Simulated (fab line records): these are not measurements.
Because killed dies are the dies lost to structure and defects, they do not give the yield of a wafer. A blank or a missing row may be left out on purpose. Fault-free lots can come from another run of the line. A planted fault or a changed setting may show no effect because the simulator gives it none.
Comparing a struck lot with a sound one | flow gf180mcu | 15 steps out of a route of 602
Sound: the wafers L831.3, L831.4, L831.5. Struck: wafer L843.6 (left out: L843.2, L843.3 of the same lot, which were not struck); the cause appears at the end.
Order at every step that has rows: each side's tool, ch and its chambers, its first start. Under that, the readings that differ: sound wafers | struck wafers | difference of the means | sigmas: that difference in standard deviations of wafers without a fault.
alike: words and numbers the same on both sides, and readings whose means are apart by under 2 such deviations; not compared: readings that were withheld, readings missing a value for some wafer, numbers with overlapping values and no deviation given by the record, and bounds like >300 which may hide the same value.
Wherever a step has rows on one side only, a row that says differs or no value, or a row with sigmas, the two part there. When numbers do not overlap yet have no deviation, they are printed without sigmas and do not part them. Lack of a reading on every wafer of one side parts them only where that side has two or more wafers.

first, 4 steps without rows for these wafers: GF_CONTACT_SOFTBAKE_10 (time 60 s); GF_CONTACT_EXPOSE_11 (exposes mask Contact, target cd 220 nm); GF_CONTACT_PEB_12 (peb time 90 s); GF_CONTACT_DEVELOP_13 (develop time 60 s).
GF_CONTACT_CD_MEAS_14: target cd 220 nm.
  struck on cd_sem-02, day 21 22:02; sound on cd_sem-02, day 17 00:17
  alike: cd_nm
GF_CONTACT_OVL_MEAS_15:
  struck on overlay-01, day 21 22:08; sound on overlay-02, day 17 00:23
  alike: CONTACT_OVL
GF_CONTACT_ETCH_16: etches BARC in N2/H2.
  sound on rie_diel-01 ch 0,2,3, day 17 00:25; struck on rie_diel-01 ch 1, day 21 22:10
  reading                     | sound       | struck | difference | sigmas
  drypump_motor_current_A (A) | 6.5 5.6 6.7 | 4.9    | -1.4       | -2
  alike: oes_product_au, throttle_valve_pct
GF_CONTACT_ETCH_17: etches SiO2 in C4F8/O2/Ar, stops on CoSi2, target depth 860 nm.
  sound: rie_diel-01 ch 0,2,3; struck: rie_diel-01 ch 1
  alike: oes_product_au
GF_CONTACT_STRIP_18: strips in O2/N2.
  sound on plasma_asher-01 ch 0,1, day 17 00:37; struck on plasma_asher-04 ch 1, day 21 22:20
  alike: drypump_motor_current_A, heater_power_w, oes_product_au
  not compared: rf_hours_counter_h
then, 3 steps without rows for these wafers: GF_CONTACT_CLEAN_19 (cleans in SPM); GF_CONTACT_CLEAN_20 (cleans in DIW); GF_CONTACT_CLEAN_21 (cleans in dHF, time 20 s).
GF_CONTACT_SPUTTER_22: material Ti, target thk 15 nm, time 80.02 s.
  struck on pvd_sputter-01, day 21 22:38; sound on pvd_sputter-01, day 17 00:52
  reading                                    | sound            | struck | difference | sigmas
  model.Ti_of_CONTACT_SPUTTER_22.thk_nm (nm) | 14.9 14.83 15.03 | 24.08  | +9.16      |
  alike: chamber_pressure_pa, throttle_valve_pct
GF_CONTACT_SPUTTER_23: material TiN, target thk 10 nm, time 40 s.
  struck on pvd_sputter-01, day 21 22:43; sound on pvd_sputter-01, day 17 00:56
  alike: chamber_pressure_pa, throttle_valve_pct
-- the record jumps here: 11 days lie between the struck wafers' starts before and after (it left off in module CONTACT and takes up again in module PASSIVATION, whose first step shown is number 602 of the route) --
GF_PASSIVATION_PROBE_99:
  only the struck wafers here have rows in the record (prober-01, day 33 09:40); the sound ones have none

== WHERE THEY PART ==
First at GF_CONTACT_ETCH_16; last, within this record, at GF_PASSIVATION_PROBE_99.

WHY: the cause the simulator had injected
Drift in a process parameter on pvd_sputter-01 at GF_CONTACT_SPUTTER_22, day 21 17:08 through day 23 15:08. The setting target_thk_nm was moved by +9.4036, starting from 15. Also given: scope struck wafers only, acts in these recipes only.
